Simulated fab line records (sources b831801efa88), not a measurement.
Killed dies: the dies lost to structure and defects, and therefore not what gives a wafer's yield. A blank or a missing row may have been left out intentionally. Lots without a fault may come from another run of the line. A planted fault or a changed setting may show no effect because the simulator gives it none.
Which tool is to blame? / flow sky130 / Sampling: 15 lots, 45 wafers, 4 of 708 route steps

## WHAT THE GAUGES SHOWED, per wafer
SKY_VIA3_THK_MEAS_01.
lot=L307; measured=day 38 15:58; on=filmMetro-02; VIA3_HDPCVD_THK (nm)=1611 1619 1629
lot=L308; measured=day 38 22:58; on=filmMetro-02; VIA3_HDPCVD_THK (nm)=1599 1621 1638
lot=L309; measured=day 39 02:14; on=filmMetro-01; VIA3_HDPCVD_THK (nm)=1641 1645 1643
lot=L310; measured=day 39 13:30; on=filmMetro-01; VIA3_HDPCVD_THK (nm)=1626 1664 1612
lot=L312; measured=day 40 03:40; on=filmMetro-01; VIA3_HDPCVD_THK (nm)=1654 1634 1604
lot=L313; measured=day 40 10:49; on=filmMetro-04; VIA3_HDPCVD_THK (nm)=1635 1663 1609
lot=L314; measured=day 40 18:16; on=filmMetro-01; VIA3_HDPCVD_THK (nm)=1607 1616 1637
lot=L318; measured=day 42 07:37; on=filmMetro-04; VIA3_HDPCVD_THK (nm)=1617 1619 1616
lot=L322; measured=day 43 05:56; on=filmMetro-01; VIA3_HDPCVD_THK (nm)=1639 1597 1626
lot=L323; measured=day 43 15:40; on=filmMetro-01; VIA3_HDPCVD_THK (nm)=1631 1630 1652
lot=L324; measured=day 43 16:28; on=filmMetro-02; VIA3_HDPCVD_THK (nm)=1638 1639 1637
lot=L325; measured=day 43 21:39; on=filmMetro-02; VIA3_HDPCVD_THK (nm)=1633 1636 1642
lot=L327; measured=day 44 12:01; on=filmMetro-04; VIA3_HDPCVD_THK (nm)=1647 1661 1650
lot=L330; measured=day 45 05:32; on=filmMetro-02; VIA3_HDPCVD_THK (nm)=1639 1670 1636
lot=L329; measured=day 45 09:18; on=filmMetro-02; VIA3_HDPCVD_THK (nm)=1625 1632 1645

SKY_METAL4_OVL_MEAS_14.
lot=L307; measured=day 41 19:38; on=overlay-02; METAL4_OVL (nm)=-8 -2 -5
lot=L308; measured=day 42 03:56; on=overlay-01; METAL4_OVL (nm)=0 -3 3
lot=L309; measured=day 42 06:27; on=overlay-02; METAL4_OVL (nm)=5 8 4
lot=L310; measured=day 42 15:09; on=overlay-02; METAL4_OVL (nm)=0 6 3
lot=L312; measured=day 43 05:26; on=overlay-02; METAL4_OVL (nm)=5 1 -4
lot=L313; measured=day 43 13:29; on=overlay-02; METAL4_OVL (nm)=-4 0 -3
lot=L314; measured=day 43 17:47; on=overlay-02; METAL4_OVL (nm)=5 5 3
lot=L318; measured=day 45 05:45; on=overlay-02; METAL4_OVL (nm)=6 8 4
lot=L322; measured=day 46 02:02; on=overlay-01; METAL4_OVL (nm)=1 1 -2
lot=L323; measured=day 46 11:08; on=overlay-01; METAL4_OVL (nm)=9 0 8
lot=L324; measured=day 46 11:30; on=overlay-01; METAL4_OVL (nm)=-5 -7 -4
lot=L325; measured=day 46 15:29; on=overlay-02; METAL4_OVL (nm)=7 -4 4
lot=L327; measured=day 47 05:39; on=overlay-01; METAL4_OVL (nm)=4 1 -1
lot=L330; measured=day 47 21:44; on=overlay-01; METAL4_OVL (nm)=0 3 5
lot=L329; measured=day 48 00:03; on=overlay-02; METAL4_OVL (nm)=7 -1 1

## WHAT TOOL EACH LOT RAN ON (gives the tool, then ch and the chambers of the sampled wafers, and finally the start)
lot=L307; SKY_METAL4_SPUTTER_04=pvdSputter-03, day 39 18:36; SKY_CAP2M_STRIP_14=plasmaAsher-01 ch 0,1, day 40 19:50
lot=L308; SKY_METAL4_SPUTTER_04=pvdSputter-04, day 40 04:11; SKY_CAP2M_STRIP_14=plasmaAsher-03 ch 1, day 41 04:06
lot=L309; SKY_METAL4_SPUTTER_04=pvdSputter-01, day 40 05:23; SKY_CAP2M_STRIP_14=plasmaAsher-03 ch 0,1, day 41 06:11
lot=L310; SKY_METAL4_SPUTTER_04=pvdSputter-03, day 40 15:40; SKY_CAP2M_STRIP_14=plasmaAsher-03 ch 0,1, day 41 15:35
lot=L312; SKY_METAL4_SPUTTER_04=pvdSputter-01, day 41 06:26; SKY_CAP2M_STRIP_14=plasmaAsher-03 ch 0,1, day 42 06:05
lot=L313; SKY_METAL4_SPUTTER_04=pvdSputter-04, day 41 12:55; SKY_CAP2M_STRIP_14=plasmaAsher-03 ch 0,1, day 42 12:54
lot=L314; SKY_METAL4_SPUTTER_04=pvdSputter-01, day 41 19:57; SKY_CAP2M_STRIP_14=plasmaAsher-03 ch 0,1, day 42 18:32
lot=L318; SKY_METAL4_SPUTTER_04=pvdSputter-01, day 43 09:03; SKY_CAP2M_STRIP_14=plasmaAsher-02 ch 0,1, day 44 07:47
lot=L322; SKY_METAL4_SPUTTER_04=pvdSputter-04, day 44 06:13; SKY_CAP2M_STRIP_14=plasmaAsher-03 ch 0,1, day 45 04:11
lot=L323; SKY_METAL4_SPUTTER_04=pvdSputter-01, day 44 15:55; SKY_CAP2M_STRIP_14=plasmaAsher-02 ch 0,1, day 45 13:14
lot=L324; SKY_METAL4_SPUTTER_04=pvdSputter-01, day 44 16:13; SKY_CAP2M_STRIP_14=plasmaAsher-02 ch 0,1, day 45 13:53
lot=L325; SKY_METAL4_SPUTTER_04=pvdSputter-03, day 44 21:53; SKY_CAP2M_STRIP_14=plasmaAsher-01 ch 0,1, day 45 18:47
lot=L327; SKY_METAL4_SPUTTER_04=pvdSputter-04, day 45 12:00; SKY_CAP2M_STRIP_14=plasmaAsher-02 ch 1, day 46 09:15
lot=L330; SKY_METAL4_SPUTTER_04=pvdSputter-03, day 46 04:52; SKY_CAP2M_STRIP_14=plasmaAsher-03 ch 0,1, day 47 01:23
lot=L329; SKY_METAL4_SPUTTER_04=pvdSputter-03, day 46 08:13; SKY_CAP2M_STRIP_14=plasmaAsher-01 ch 0,1, day 47 04:15
- SKY_METAL4_SPUTTER_04: material TiN, target thk 70 nm, time 58.3 s.
- SKY_CAP2M_STRIP_14: strips in O2/N2.

## AS READ BY THE TOOLS THEMSELVES (means over the sampled wafers that have a number; for cases with no such wafer, the mark the record gives instead)
SKY_METAL4_SPUTTER_04.
lot=L307; tool=pvdSputter-03; throttleValvePct (%)=31.0
lot=L308; tool=pvdSputter-04; throttleValvePct (%)=28.4
lot=L309; tool=pvdSputter-01; throttleValvePct (%)=29.5
lot=L310; tool=pvdSputter-03; throttleValvePct (%)=30.5
lot=L312; tool=pvdSputter-01; throttleValvePct (%)=29.2
lot=L313; tool=pvdSputter-04; throttleValvePct (%)=29.6
lot=L314; tool=pvdSputter-01; throttleValvePct (%)=29.2
lot=L318; tool=pvdSputter-01; throttleValvePct (%)=29.1
lot=L322; tool=pvdSputter-04; throttleValvePct (%)=28.7
lot=L323; tool=pvdSputter-01; throttleValvePct (%)=29.0
lot=L324; tool=pvdSputter-01; throttleValvePct (%)=29.5
lot=L325; tool=pvdSputter-03; throttleValvePct (%)=31.0
lot=L327; tool=pvdSputter-04; throttleValvePct (%)=29.6
lot=L330; tool=pvdSputter-03; throttleValvePct (%)=30.9
lot=L329; tool=pvdSputter-03; throttleValvePct (%)=30.8

SKY_CAP2M_STRIP_14.
lot=L307; tool=plasmaAsher-01; drypumpMotorCurrentA (A)=5.3; o2FlowSccm (sccm)=3007; oesProductAu (a.u.)=0.708; stripTimeToEndpointS (s)=12.61
lot=L308; tool=plasmaAsher-03; drypumpMotorCurrentA (A)=4.8; o2FlowSccm (sccm)=2999; oesProductAu (a.u.)=0.711; stripTimeToEndpointS (s)=12.62
lot=L309; tool=plasmaAsher-03; drypumpMotorCurrentA (A)=5.2; o2FlowSccm (sccm)=3000; oesProductAu (a.u.)=0.707; stripTimeToEndpointS (s)=12.63
lot=L310; tool=plasmaAsher-03; drypumpMotorCurrentA (A)=5.0; o2FlowSccm (sccm)=3003; oesProductAu (a.u.)=0.708; stripTimeToEndpointS (s)=12.67
lot=L312; tool=plasmaAsher-03; drypumpMotorCurrentA (A)=5.0; o2FlowSccm (sccm)=3194; oesProductAu (a.u.)=0.712; stripTimeToEndpointS (s)=12.62
lot=L313; tool=plasmaAsher-03; drypumpMotorCurrentA (A)=5.2; o2FlowSccm (sccm)=3403; oesProductAu (a.u.)=0.711; stripTimeToEndpointS (s)=12.58
lot=L314; tool=plasmaAsher-03; drypumpMotorCurrentA (A)=5.0; o2FlowSccm (sccm)=3204; oesProductAu (a.u.)=0.709; stripTimeToEndpointS (s)=12.60
lot=L318; tool=plasmaAsher-02; drypumpMotorCurrentA (A)=5.8; o2FlowSccm (sccm)=3001; oesProductAu (a.u.)=0.708; stripTimeToEndpointS (s)=12.67
lot=L322; tool=plasmaAsher-03; drypumpMotorCurrentA (A)=5.1; o2FlowSccm (sccm)=3001; oesProductAu (a.u.)=0.711; stripTimeToEndpointS (s)=12.66
lot=L323; tool=plasmaAsher-02; drypumpMotorCurrentA (A)=5.7; o2FlowSccm (sccm)=3003; oesProductAu (a.u.)=0.710; stripTimeToEndpointS (s)=12.66
lot=L324; tool=plasmaAsher-02; drypumpMotorCurrentA (A)=5.8; o2FlowSccm (sccm)=3008; oesProductAu (a.u.)=0.709; stripTimeToEndpointS (s)=12.69
lot=L325; tool=plasmaAsher-01; drypumpMotorCurrentA (A)=5.2; o2FlowSccm (sccm)=3006; oesProductAu (a.u.)=0.707; stripTimeToEndpointS (s)=12.69
lot=L327; tool=plasmaAsher-02; drypumpMotorCurrentA (A)=5.8; o2FlowSccm (sccm)=3005; oesProductAu (a.u.)=0.713; stripTimeToEndpointS (s)=12.73
lot=L330; tool=plasmaAsher-03; drypumpMotorCurrentA (A)=5.2; o2FlowSccm (sccm)=2999; oesProductAu (a.u.)=0.712; stripTimeToEndpointS (s)=12.68
lot=L329; tool=plasmaAsher-01; drypumpMotorCurrentA (A)=5.3; o2FlowSccm (sccm)=2997; oesProductAu (a.u.)=0.710; stripTimeToEndpointS (s)=12.58

## THE ANSWER, worked out from the rows above alone
Rule: the usual values come from the lots themselves. Put in order of their means at a reading, lots are off if they are a third of the lots or fewer, leave a main group of 4 or more, and stand apart from it by a gap of 3 or more times the standard deviation of the main group's means; of several such gaps the widest counts. The tables above print the reading to a certain number of digits; a main group whose means all agree to those digits is not used. A lot without any number at a reading at which 4 lots or more have one is off too. Where the step has rows for the other lots, those lots are counted as sound. The gauges are gone through in route order, then the tools' own readings, and for those a lot's mean is taken as printed above. The first step at which some lot is off is used, and at that step the reading that is off furthest; a lot without a number counts as furthest.
Off: L312, L313, L314 (SKY_CAP2M_STRIP_14, o2FlowSccm). Mean 3002 sccm and standard deviation 3.4 in the main group.
A tool fits if, at that step or a process step before it, it ran every lot that is off, and no sound lot after the first of them. None of those tried fits.

## WHAT THE SIMULATOR HAD INSERTED
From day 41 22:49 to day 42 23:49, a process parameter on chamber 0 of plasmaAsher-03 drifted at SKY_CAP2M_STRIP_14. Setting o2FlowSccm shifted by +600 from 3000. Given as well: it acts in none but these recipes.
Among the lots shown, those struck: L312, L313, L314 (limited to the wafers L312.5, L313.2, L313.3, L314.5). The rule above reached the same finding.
